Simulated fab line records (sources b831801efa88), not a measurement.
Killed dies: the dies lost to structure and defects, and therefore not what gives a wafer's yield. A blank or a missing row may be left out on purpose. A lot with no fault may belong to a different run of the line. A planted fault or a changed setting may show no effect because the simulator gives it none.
The tool behind it: which one? -- flow sky130 -- 30 wafers from 10 lots sampled at 5 of the route's 708 steps

WHAT EACH GAUGE READ, for each wafer
SKY_VIA4_RS_MEAS_19: uses a four-point probe to measure.
lot,measured,on,VIA4_W_RS (ohm/sq)
L350,day 43 03:35,film_metro-02,0.2238 0.2258 0.2210
L353,day 44 16:32,film_metro-04,0.2237 0.2231 0.2222
L352,day 44 21:09,film_metro-02,0.2245 0.2210 0.2196
L356,day 45 04:17,film_metro-02,0.2209 0.2203 0.2211
L358,day 46 08:54,film_metro-03,0.2235 0.2272 0.2250
L360,day 46 09:48,film_metro-04,0.2290 0.2243 0.2222
L362,day 46 16:28,film_metro-04,0.1750 0.1747 0.1762 0.1754 0.1747 0.1758
L366,day 47 08:53,film_metro-02,0.2271 0.2262 0.2264
L369,day 48 00:14,film_metro-02,0.2288 0.2292 0.2279
L371,day 48 10:34,film_metro-02,0.2266 0.2239 0.2266

SKY_VIA4_THK_MEAS_20: measures by xrf.
lot,measured,on,VIA4_W_THK (nm)
L350,day 43 03:41,film_metro-02,504 502 511
L353,day 44 16:40,film_metro-04,499 501 504
L352,day 44 21:16,film_metro-02,506 512 516
L356,day 45 04:23,film_metro-02,516 512 512
L358,day 46 08:59,film_metro-03,504 494 502
L360,day 46 09:54,film_metro-04,486 492 500
L362,day 46 22:58,film_metro-04,632 632 627 631 632 628
L366,day 47 09:00,film_metro-02,503 506 502
L369,day 48 00:22,film_metro-02,496 497 500
L371,day 48 10:41,film_metro-02,501 508 500

WHICH TOOL RAN EACH LOT (tool, then ch and the chambers of the sampled wafers, then the start)
lot,SKY_METAL4_STRIP_19,SKY_VIA4_CMP_02,SKY_VIA4_CVD_18
L350,"plasma_asher-02 ch 0,1, day 42 03:13","cmp-02 ch 0,1,2, day 42 04:01","cvd_w-02 ch 0,1, day 43 03:26"
L353,"plasma_asher-03 ch 0,1, day 43 17:02","cmp-01 ch 0,2,3, day 43 17:56","cvd_w-02 ch 0,1, day 44 16:23"
L352,"plasma_asher-03 ch 0,1, day 43 21:48","cmp-01 ch 0,1,3, day 43 22:44","cvd_w-02 ch 0,1, day 44 21:00"
L356,"plasma_asher-03 ch 0,1, day 44 04:23","cmp-01 ch 0,1,2, day 44 05:22","cvd_w-02 ch 0,1, day 45 04:07"
L358,"plasma_asher-03 ch 0,1, day 45 10:37","cmp-02 ch 1,2,3, day 45 11:31","cvd_w-02 ch 0,1, day 46 08:44"
L360,"plasma_asher-04 ch 0,1, day 45 10:44","cmp-01 ch 1,3, day 45 11:34","cvd_w-01 ch 0,1, day 46 09:40"
L362,"plasma_asher-02 ch 0,1, day 45 18:26","cmp-01 ch 0,1,2, day 45 19:19","cvd_w-02 ch 0,1, day 46 16:18"
L366,"plasma_asher-04 ch 0, day 46 10:41","cmp-01 ch 0,3, day 46 11:37","cvd_w-01 ch 0,1, day 47 08:44"
L369,"plasma_asher-02 ch 0,1, day 47 02:13","cmp-02 ch 0,1,3, day 47 03:04","cvd_w-01 ch 0,1, day 48 00:05"
L371,"plasma_asher-02 ch 0,1, day 47 13:41","cmp-02 ch 0,1,2, day 47 14:34","cvd_w-01 ch 0,1, day 48 10:25"
- SKY_METAL4_STRIP_19: strips in O2/N2.
- SKY_VIA4_CMP_02: polishes SiO2.
- SKY_VIA4_CVD_18: deposits W, target thk 505 nm, time 152.14 s.

AS READ BY THE TOOLS THEMSELVES (means over the sampled wafers that have a number; for cases with no such wafer, the mark the record gives instead)
SKY_METAL4_STRIP_19.
lot,tool,drypump_motor_current_A (A),oes_product_au (a.u.),strip_time_to_endpoint_s (s)
L350,plasma_asher-02,5.3,0.500,6.50
L353,plasma_asher-03,6.0,0.504,6.52
L352,plasma_asher-03,6.0,0.508,6.66
L356,plasma_asher-03,6.3,0.495,6.40
L358,plasma_asher-03,6.3,0.504,6.54
L360,plasma_asher-04,5.9,0.502,6.49
L362,plasma_asher-02,5.2,0.503,6.64
L366,plasma_asher-04,6.2,0.497,6.47
L369,plasma_asher-02,5.2,0.496,6.39
L371,plasma_asher-02,5.2,0.495,6.45

SKY_VIA4_CMP_02.
lot,tool,motor_current_A (A)
L350,cmp-02,12.8
L353,cmp-01,12.7
L352,cmp-01,12.4
L356,cmp-01,12.6
L358,cmp-02,11.7
L360,cmp-01,11.3
L362,cmp-01,13.1
L366,cmp-01,13.3
L369,cmp-02,12.4
L371,cmp-02,12.8

SKY_VIA4_CVD_18.
lot,tool,chamber_pressure_Torr (Torr),heater_power_w (W),susceptor_temp_C (C)
L350,cvd_w-02,40.01,811,399.95
L353,cvd_w-02,39.98,819,400.01
L352,cvd_w-02,39.99,812,399.82
L356,cvd_w-02,40.12,799,400.00
L358,cvd_w-02,40.06,815,400.05
L360,cvd_w-01,39.93,900,399.97
L362,cvd_w-02,40.02,869,412.90
L366,cvd_w-01,39.94,882,400.03
L369,cvd_w-01,39.97,845,399.59
L371,cvd_w-01,39.96,860,400.12

THE ANSWER, worked out from the rows above alone
Rule: the lots themselves supply what counts as usual. Put in order of their means at a reading, lots are off if they are a third of the lots or fewer, leave a main group of 4 or more, and stand apart from it by a gap of 3 or more times the standard deviation of the main group's means; of several such gaps the widest counts. Not used: any main group whose means are identical at the precision the tables above print for the reading. Also off: a lot with no number at a reading for which 4 or more lots have one. The other lots that the step has rows for count as sound. Order of review: gauges by route order, followed by the tools' own readings, for which a lot's mean as printed above is used. The first step at which some lot is off is used, and at that step the reading that is off furthest; a lot without a number counts as furthest.
Off: L362, at SKY_VIA4_RS_MEAS_19 (VIA4_W_RS). Main group: mean 0.2245 ohm/sq, sd 0.0023.
A tool fits if, at a process step before that reading, it ran every lot that is off, and no sound lot after the first of them. The gauges at SKY_VIA4_RS_MEAS_19 aren't tried: what is off there is off at SKY_VIA4_CVD_18 too, on other tools, and a gauge's error can't cause that. One candidate fits, namely cvd_w-02 at SKY_VIA4_CVD_18. A fault onset in the window from L358 (day 46 08:44, its last sound lot) to L362 (day 46 16:18, its first lot off) fits.
On the lots that are off, the tool's own readings at SKY_VIA4_CVD_18 differ by more than 5 times the standard deviation of the sound lots' means, which bears it out; susceptor_temp_C reads 412.90 C there versus 399.95 C on the sound lots.

WHAT THE SIMULATOR PUT IN
Process parameter drift: cvd_w-02, from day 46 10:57 on, at SKY_VIA4_CVD_18. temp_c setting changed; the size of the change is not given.
Lots struck among those shown: L362. The rule above found the same.
